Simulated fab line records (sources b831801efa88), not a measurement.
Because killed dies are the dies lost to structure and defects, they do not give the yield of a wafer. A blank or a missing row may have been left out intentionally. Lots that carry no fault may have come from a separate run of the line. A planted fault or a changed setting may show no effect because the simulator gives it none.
Chamber matching ; flow sfq line ; SFQ_TRILAYER_I4_DEP_PECVD_099 on pecvd-02: 3 sister chambers
The step deposits SiO2 from SiH4/N2O, time 111.11 s, target thk 500 nm. 14 wafers are shown with their chamber, then 7 later ones without.

## WAFERS PAIRED WITH THEIR CHAMBERS
wafer;chamber;heater power w (W);throttle valve pct (%);susceptor temp C (C)
L761.1;0;96;23.9;150.07
L761.2;1;83;24.5;149.94
L761.5;0;104;24.0;150.26
L763.2;1;76;24.2;149.91
L763.4;0;116;24.3;150.07
L763.6;2;89;23.6;150.00
L775.2;2;85;24.2;150.26
L775.4;2;85;24.3;150.20
L775.5;0;96;25.2;149.95
L776.2;0;106;25.2;149.81
L776.5;0;109;25.0;150.07
L776.6;1;78;25.5;150.46
L779.1;2;87;24.7;149.98
L779.2;0;111;25.3;150.06

SIGNATURES, as means of the wafers listed above
reading;chamber 0;chamber 1;chamber 2;scatter within a chamber
heater power w;105.43;79.00;86.50;5.82
throttle valve pct;24.700;24.733;24.200;0.587
susceptor temp C;150.0414;150.1033;150.1100;0.182
Rule: for each reading, subtract the chamber's mean from the wafer's reading, divide by that reading's scatter and square the result; add these up over the readings and take the root, which gives the wafer's distance from the chamber. The wafer belongs to the nearest chamber; if the next one is less than 2 further off, it can't be placed. The scatter: the root of (the sum of the squares of (reading less its chamber's mean) over the shown wafers, divided by (wafers less chambers)).

## WAFERS MISSING THEIR CHAMBER
wafer;heater power w (W);throttle valve pct (%);susceptor temp C (C)
L779.3;78;25.8;150.03
L780.1;108;25.8;150.17
L780.5;85;25.9;150.00
L780.6;112;25.6;149.87
L784.2;83;25.7;149.91
L784.3;89;24.4;149.74
L784.4;90;24.7;149.86

## WHICH CHAMBER EACH WENT THROUGH
wafer;from the rows above;in truth
L779.3;can't be placed: 1 or 2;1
L780.1;0;0
L780.5;can't be placed: 1 or 2 or 0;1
L780.6;0;0
L784.2;can't be placed: 1 or 2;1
L784.3;can't be placed: 2 or 1 or 0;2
L784.4;can't be placed: 2 or 1 or 0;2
Placed correctly: 2 of 7. Unplaceable from these rows: 5, with the true chamber sitting among the candidates in 5. Number placed wrongly: 0.
